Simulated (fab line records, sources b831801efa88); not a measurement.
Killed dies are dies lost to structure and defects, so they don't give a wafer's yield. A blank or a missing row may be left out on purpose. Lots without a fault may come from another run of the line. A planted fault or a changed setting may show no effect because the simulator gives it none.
Which tool did it? | flow sky130 | 12 lots, 36 wafers sampled, at 3 steps of a route of 708

WHAT THE GAUGES READ, wafer by wafer
SKY_METAL4_CD_MEAS_13: target cd 300 nm. Usual: cd_nm 299.8 nm, standard deviation 1.3.
lot  | measured     | on        | cd_nm (nm)        | flag
L348 | day 43 02:59 | cd_sem-01 | 298.5 299.8 300.2 |
L351 | day 44 07:38 | cd_sem-01 | 300.8 301.2 301.6 |
L353 | day 44 17:11 | cd_sem-02 | 299.4 299.4 298.3 |
L354 | day 44 18:32 | cd_sem-01 | 300.3 301.1 300.4 |
L356 | day 45 10:14 | cd_sem-02 | 298.2 298.3 298.4 |
L357 | day 45 14:41 | cd_sem-02 | 299.7 298.7 300.3 |
L358 | day 45 17:53 | cd_sem-02 | 296.8 297.7 298.3 |
L359 | day 46 03:03 | cd_sem-01 | 298.5 298.2 298.4 |
L362 | day 46 13:05 | cd_sem-02 | 298.2 297.6 297.5 |
L366 | day 47 12:41 | cd_sem-01 | 300.6 299.8 299.6 |
L368 | day 47 17:59 | cd_sem-01 | 300.1 298.2 299.5 |
L369 | day 48 03:29 | cd_sem-02 | 299.8 297.4 298.1 |

SKY_METAL5_RS_MEAS_05: measures by four-point-probe. Usual: METAL5_ALCU_RS 0.02705 ohm/sq, standard deviation 0.00028.
lot  | measured     | on            | METAL5_ALCU_RS (ohm/sq) | flag
L348 | day 44 05:47 | film_metro-04 | 0.02723 0.02707 0.02715 |
L351 | day 45 08:46 | film_metro-03 | 0.02713 0.02731 0.02711 |
L353 | day 45 19:05 | film_metro-04 | 0.02672 0.02678 0.02691 |
L354 | day 45 20:32 | film_metro-01 | 0.02698 0.0268 0.02679  |
L356 | day 46 11:46 | film_metro-01 | 0.02717 0.02704 0.02738 |
L357 | day 46 16:03 | film_metro-04 | 0.02703 0.02743 0.02742 |
L358 | day 46 18:36 | film_metro-03 | 0.02668 0.02685 0.02665 |
L359 | day 47 03:40 | film_metro-01 | 0.0269 0.02685 0.02686  |
L362 | day 47 13:17 | film_metro-01 | 0.02679 0.02703 0.02678 |
L366 | day 48 11:43 | film_metro-04 | 0.02725 0.02696 0.027   |
L368 | day 48 17:19 | film_metro-03 | 0.02763 0.02755 0.02764 |
L369 | day 49 01:59 | film_metro-03 | 0.02723 0.02706 0.02668 |

WHICH TOOL RAN EACH LOT (tool, then ch and the chambers of the sampled wafers, then the start)
lot  | SKY_RES_PROTECT_STRIP_07
L348 | plasma_asher-02 ch 0,1, day 16 05:02
L351 | plasma_asher-04 ch 0,1, day 17 17:47
L353 | plasma_asher-02 ch 0, day 18 11:14
L354 | plasma_asher-02 ch 0,1, day 18 11:32
L356 | plasma_asher-03 ch 0,1, day 19 03:56
L357 | plasma_asher-04 ch 0,1, day 19 07:59
L358 | plasma_asher-02 ch 0,1, day 19 20:46
L359 | plasma_asher-02 ch 0,1, day 20 04:22
L362 | plasma_asher-04 ch 0,1, day 20 20:30
L366 | plasma_asher-03 ch 0,1, day 22 06:26
L368 | plasma_asher-02 ch 0,1, day 22 17:37
L369 | plasma_asher-02 ch 0,1, day 22 20:44
- SKY_RES_PROTECT_STRIP_07: strips in O2/N2.

WHAT THE TOOLS THEMSELVES READ (means of the sampled wafers that have a number; where no wafer has one, the mark that the record gives instead)
SKY_RES_PROTECT_STRIP_07. Usual: drypump_motor_current_A 5.73 A, standard deviation 0.24; n2_flow_sccm 300.1 sccm, standard deviation 0.93; oes_product_au 0.518 a.u., standard deviation 0.0047; strip_time_to_endpoint_s 23.31 s, standard deviation 0.045.
lot  | tool            | drypump_motor_current_A (A) | n2_flow_sccm (sccm) | oes_product_au (a.u.) | strip_time_to_endpoint_s (s) | flag
L348 | plasma_asher-02 | 5.77                        | 300.4               | 0.516                 | 23.31                        |
L351 | plasma_asher-04 | 5.89                        | 300.5               | 0.518                 | 23.32                        |
L353 | plasma_asher-02 | 5.70                        | 300.8               | 0.517                 | 23.29                        |
L354 | plasma_asher-02 | 5.77                        | 300.6               | 0.519                 | 23.34                        |
L356 | plasma_asher-03 | 5.28                        | 299.4               | 0.518                 | 23.25                        |
L357 | plasma_asher-04 | 5.88                        | 300.1               | 0.517                 | 23.40                        |
L358 | plasma_asher-02 | 5.87                        | 300.3               | 0.519                 | 23.29                        |
L359 | plasma_asher-02 | 5.77                        | 300.3               | 0.518                 | 23.32                        |
L362 | plasma_asher-04 | 5.88                        | 300.4               | 0.518                 | 23.33                        |
L366 | plasma_asher-03 | 5.29                        | 299.6               | 0.518                 | 23.33                        |
L368 | plasma_asher-02 | 5.84                        | 300.5               | 0.517                 | 23.22                        |
L369 | plasma_asher-02 | 5.85                        | 299.8               | 0.517                 | 23.35                        |

THE ANSWER, worked out from the rows above alone
Rule: a lot is off if the mean of its wafers that have a number lies more than 3 standard deviations from the usual mean. A lot without any number at a reading at which 4 lots or more have one is off too. The other lots that the step has rows for count as sound. The gauges are gone through in route order, then the tools' own readings, and for those a lot's mean is taken as printed above. The first step at which some lot is off is used, and at that step the reading that is off furthest; a lot without a number counts as furthest.
No lot is off at any reading shown: from this, nothing can be told.

WHAT THE SIMULATOR HAD PUT IN
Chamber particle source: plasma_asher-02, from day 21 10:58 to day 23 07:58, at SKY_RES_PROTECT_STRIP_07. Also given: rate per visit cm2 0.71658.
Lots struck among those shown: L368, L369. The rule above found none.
